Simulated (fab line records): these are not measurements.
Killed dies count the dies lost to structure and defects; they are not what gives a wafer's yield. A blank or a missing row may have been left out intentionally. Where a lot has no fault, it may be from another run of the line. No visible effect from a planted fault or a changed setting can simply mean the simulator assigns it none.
The same fault as seen by 2 desks -- flow sfq_line -- each desk holds nothing but its own numbers, with what lay behind them at the end

== AT THE TOOL OWNER'S DESK: cmp-02 ==
The tool's own readings at SFQ_TRILAYER_I6_CMP_CMP_166 (polishes SiO2): means of the sampled wafers that have a number, for each lot that ran on this tool. The brackets show how far a lot's mean lies from the usual mean; more than 4 standard deviations puts the lot out of limits, marked OUT.
Columns: A = motor_current_A at SFQ_TRILAYER_I6_CMP_CMP_166, usual 10.0 A; B = slurry_filter_dp_kPa at SFQ_TRILAYER_I6_CMP_CMP_166, usual 13.49 kPa; C = slurry_flow_ml_min at SFQ_TRILAYER_I6_CMP_CMP_166, usual 149.9; D = time_to_endpoint_s at SFQ_TRILAYER_I6_CMP_CMP_166, usual 214 s
lot,first seen here,A,B,C,D
L996,day 70 17:23,9.4,13.48,149.6,221
L998,day 73 19:29,10.3,13.44,149.5,221
L104,day 81 07:58,10.2,13.48,149.6,189
L107,day 81 17:34,10.1,13.46,150.2,202
L117,day 84 01:53,9.8,13.46,150.5,220
Finding of this desk: none of the 5 lots has anything out of limits.

== FROM THE METROLOGY DESK ==
What the gauges read, lot by lot, whatever tool the lot ran on: means of the sampled wafers that have a number. The brackets show how far a lot's mean lies from the usual mean; more than 4 standard deviations puts the lot out of limits, marked OUT.
Columns: A = M5_OVL at SFQ_M5_OVL_MEAS_932, usual 0 nm
lot,first seen here,A
L994,day 60 18:49,1
L995,day 60 23:37,4
L996,day 61 02:01,-4
L997,day 61 04:25,2
L998,day 61 06:49,2
L101,day 61 21:13,7
L104,day 63 05:43,2
L106,day 68 06:32,-4
L107,day 68 10:08,5
L111,day 68 22:16,0
L113,day 73 06:30,-8
L115,day 73 22:07,4
L116,day 74 01:43,-1
L117,day 74 04:06,-6
Finding of this desk: none of the 14 lots has anything out of limits.

== BROUGHT TOGETHER ==
Nothing out of limits was seen by the tool owner's desk.
From the metrology desk's view, nothing was out of limits.

== WHAT THE SIMULATOR HAD PUT IN ==
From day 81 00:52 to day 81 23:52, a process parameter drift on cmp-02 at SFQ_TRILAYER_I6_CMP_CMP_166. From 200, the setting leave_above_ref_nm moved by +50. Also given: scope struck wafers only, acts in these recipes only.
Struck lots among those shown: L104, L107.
